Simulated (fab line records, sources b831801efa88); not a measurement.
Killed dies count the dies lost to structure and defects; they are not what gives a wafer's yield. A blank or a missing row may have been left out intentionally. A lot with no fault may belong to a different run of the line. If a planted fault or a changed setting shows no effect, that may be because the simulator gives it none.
A lot that was struck, set against a sound lot + flow sky130 + 38 out of 708 route steps
Sound: these wafers, L369.1, L369.3, L369.6. Wafers struck: L360.2, L360.3, L360.6. The cause comes at the end.
For every step that has rows: the tool of each side, followed by ch and its chambers, followed by its first start. Under that, the readings that differ: sound wafers + struck wafers + difference of the means + sigmas: that difference in standard deviations of wafers without a fault.
alike: readings with means less than 2 such deviations apart, plus words and numbers identical on both sides. not compared: withheld readings, readings lacking a value on some wafer, bounds such as >300 that could conceal the same value, and numbers that have no deviation in the record and whose values overlap.
Wherever a step has rows on one side only, a row that says differs or no value, or a row with sigmas, the two part there. When numbers do not overlap yet have no deviation, they are printed without sigmas and do not part them. Lack of a reading on every wafer of one side parts them only where that side has two or more wafers.

first, 10 steps without rows for these wafers: SKY_GATE_OXIDE_COAT_05 (resist thk 1140 nm); SKY_GATE_OXIDE_SOFTBAKE_06 (time 60 s); SKY_GATE_OXIDE_EXPOSE_07 (exposes mask LVOM, target cd 600 nm); SKY_GATE_OXIDE_PEB_08; SKY_GATE_OXIDE_DEVELOP_09 (develop time 60 s); SKY_GATE_OXIDE_IMPLANT_11; SKY_GATE_OXIDE_WET_ETCH_12 (etches SiO2 in dHF, target depth 16.8 nm, time 329.8 s); SKY_GATE_OXIDE_STRIP_13 (strips in O2/N2); SKY_GATE_OXIDE_CLEAN_15 (cleans in SC1/SC2, time 150 s); SKY_GATE_OXIDE_OXIDATION_16 (stabilise 600 s, purge 300 s, target thk 3.57 nm).
SKY_POLY_GATE_CVD_00: deposits poly-Si, target thk 180 nm, time 720 s.
  sound on lpcvd-01 ch 1, day 21 06:38; struck on lpcvd-01 ch 1, day 18 05:15
| reading                                       | sound                | struck               | difference | sigmas |
|-----------------------------------------------|----------------------|----------------------|------------|--------|
| spike-tc-bottom-C (C)                         | 638.5 638.8 638.6    | 625.0 624.3 625.9    | -13.6      | -5     |
| spike-tc-centre-C (C)                         | 619.5 620.6 618.8    | 603.9 604.6 605.1    | -15.1      | -14    |
| spike-tc-lower-C (C)                          | 619.0 619.7 620.5    | 605.1 606.0 607.1    | -13.7      | -14    |
| spike-tc-top-C (C)                            | 642.3 642.7 644.9    | 630.0 629.0 628.9    | -14.0      | -12    |
| spike-tc-upper-C (C)                          | 618.1 619.5 620.8    | 603.1 604.2 602.6    | -16.2      | -16    |
| susceptor-temp-C (C)                          | 619.61 620.20 620.12 | 605.85 605.74 605.64 | -14.23     | -51    |
| model.poly-Si_of_POLY_GATE_CVD_00.thk-nm (nm) | 180.5 180.8 180.1    | 129.3 129.8 130.7    | -50.5      |        |
  alike: zone-power-centre-pct
SKY_POLY_GATE_THK_MEAS_01:
  sound on film-metro-04, day 21 07:50; struck on film-metro-04, day 18 06:28
| reading                   | sound             | struck            | difference | sigmas |
|---------------------------|-------------------|-------------------|------------|--------|
| POLY_GATE_CVD_00_THK (nm) | 180.5 180.7 180.2 | 129.3 129.8 130.8 | -50.5      | -30    |
then, 21 steps without rows for these wafers: SKY_RES_PROTECT_DEHYDRATE_00 (time 60 s); SKY_RES_PROTECT_HMDS_01 (prime time 60 s); SKY_RES_PROTECT_COAT_02 (resist thk 1140 nm); SKY_RES_PROTECT_SOFTBAKE_03 (time 60 s); SKY_RES_PROTECT_EXPOSE_04 (exposes mask RPM, target cd 1270 nm); SKY_RES_PROTECT_PEB_05; SKY_RES_PROTECT_DEVELOP_06 (develop time 60 s); SKY_POLY_GATE_IMPLANT_02; SKY_RES_PROTECT_STRIP_07 (strips in O2/N2); SKY_RES_PROTECT_CLEAN_09 (cleans in SC1/SC2, time 150 s); SKY_POLY_GATE_CVD_03 (deposits Si3N4 from DCS/NH3, target thk 75 nm, time 1290 s); SKY_POLY_GATE_DEHYDRATE_05 (time 60 s); SKY_POLY_GATE_HMDS_06 (prime time 60 s); SKY_POLY_GATE_COAT_07 (resist thk 110 nm); SKY_POLY_GATE_COAT_08 (resist thk 450 nm); SKY_POLY_GATE_SOFTBAKE_09 (time 90 s); SKY_POLY_GATE_EXPOSE_10 (exposes mask P1M, target cd 150 nm); SKY_POLY_GATE_PEB_11; SKY_POLY_GATE_DEVELOP_12 (develop time 60 s); SKY_POLY_GATE_ETCH_15 (etches BARC in N2/H2, stops on SiO2, time 118.5 s, target depth 110 nm); SKY_POLY_GATE_ETCH_16 (etches Si3N4 in CH3F/O2, stops on poly-Si, time 147.5 s, target depth 75 nm).
-- the record jumps here: 3 days lie between the struck wafers' starts before and after --
SKY_POLY_GATE_ETCH_17: etches poly-Si in HBr/Cl2, stops on SiO2, target depth 180 nm, time 70.5 s.
  sound on rie-si-01 ch 0,2, day 23 22:59; struck on rie-si-01 ch 0,2, day 20 20:11
| reading                               | sound             | struck            | difference | sigmas |
|---------------------------------------|-------------------|-------------------|------------|--------|
| oes-product-au (a.u.)                 | 0.992 0.981 0.985 | 0.796 0.797 0.790 | -0.192     | -23    |
| model.POLY_GATE.feature-depth-nm (nm) | 179.2 176.4 179.5 | 128.7 129.2 130.1 | -49.0      |        |
| model.etch.depth-nm (nm)              | 179.2 176.4 179.5 | 128.7 129.2 130.1 | -49.0      |        |
  alike: drypump-motor-current-A, throttle-valve-pct
  not compared: rf-hours-counter-h
then, 2 steps without rows for these wafers: SKY_POLY_GATE_STRIP_18 (strips in O2/N2); SKY_POLY_GATE_CLEAN_19 (cleans in SC1/SC2, time 150 s).
-- a jump in the record: the struck wafers' starts before and after are 8 days apart (it breaks off in module POLY_GATE and resumes in module POLY_CUT, where the first step shown is number 318 of the route) --
SKY_POLY_CUT_ETCH_11: etches Si3N4 in CF4/CH2F2/Ar, stops on poly-Si, time 42.5 s, target depth 60 nm.
  sound on rie-diel-04 ch 0,1,3, day 31 07:38; struck on rie-diel-04 ch 0,1,3, day 28 12:37
| reading                                       | sound             | struck            | difference | sigmas |
|-----------------------------------------------|-------------------|-------------------|------------|--------|
| ch2f2-flow-sccm (sccm)                        | 19.94 19.97 19.87 | 20.03 20.04 20.14 | +0.14      | +2     |
| model.poly-Si_of_POLY_GATE_CVD_00.thk-nm (nm) | 179.7 180 179.4   | 128.6 129.1 130   | -50.5      |        |
  alike: drypump-motor-current-A, oes-product-au, throttle-valve-pct
  not compared: rf-hours-counter-h
-- a jump in the record: the struck wafers' starts before and after are 20 days apart (it breaks off in module POLY_CUT and resumes in module PAD_OPEN, where the first step shown is number 708 of the route) --
SKY_PAD_OPEN_PROBE_99:
  sound on prober-01, day 50 08:04; struck on prober-01, day 48 15:31
| reading                                 | sound             | struck            | difference | sigmas |
|-----------------------------------------|-------------------|-------------------|------------|--------|
| model.etest.res-high-po.line-ohm-um     | 751.1 747.9 766.5 | 975.6 990.4 967.2 | +222.6     |        |
| model.etest.res-poly.line-ohm-um        | 523 511.7 528.4   | 699.3 716.1 710   | +187.4     |        |
| model.etest.res-high-po.rs-ohm-sq       | 261.7 263.1 260.6 | 346.8 349.6 338.2 | +83.1      |        |
| model.etest.res-poly.rs-ohm-sq          | 48.25 48.74 48.28 | 66.67 67.22 65.65 | +18.09     |        |
| model.etest.cap-li-to-poly.c-af-um2     | 101.5 99.91 100.2 | 87.96 86.61 87.6  | -13.15     |        |
| model.etest.tip-n.rs-ohm-sq             | 441.4 441.7 443.5 | 432.6 432.2 430.8 | -10.3      |        |
| model.etest.res-high-po.rs-ohm-sq-range | 4.193 5.749 7.482 | 20.02 19.21 14.45 | +12.09     |        |
  alike: killed_at_M0_to_M3, killed_at_M4_up, killed-at-contacts, killed-at-front-end, killed-at-other, killed-dies, killed-open, killed-short
  not compared: model.etest.tip-sonos.rs-ohm-sq

== WHERE THEY PART ==
At SKY_POLY_GATE_CVD_00 first; at SKY_POLY_CUT_ETCH_11 last (within this record only). Later steps at which nothing parts them and some readings are alike: SKY_PAD_OPEN_PROBE_99.

WHY: the cause the simulator had injected
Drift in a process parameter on lpcvd-01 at SKY_POLY_GATE_CVD_00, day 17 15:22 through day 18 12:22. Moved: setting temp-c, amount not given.
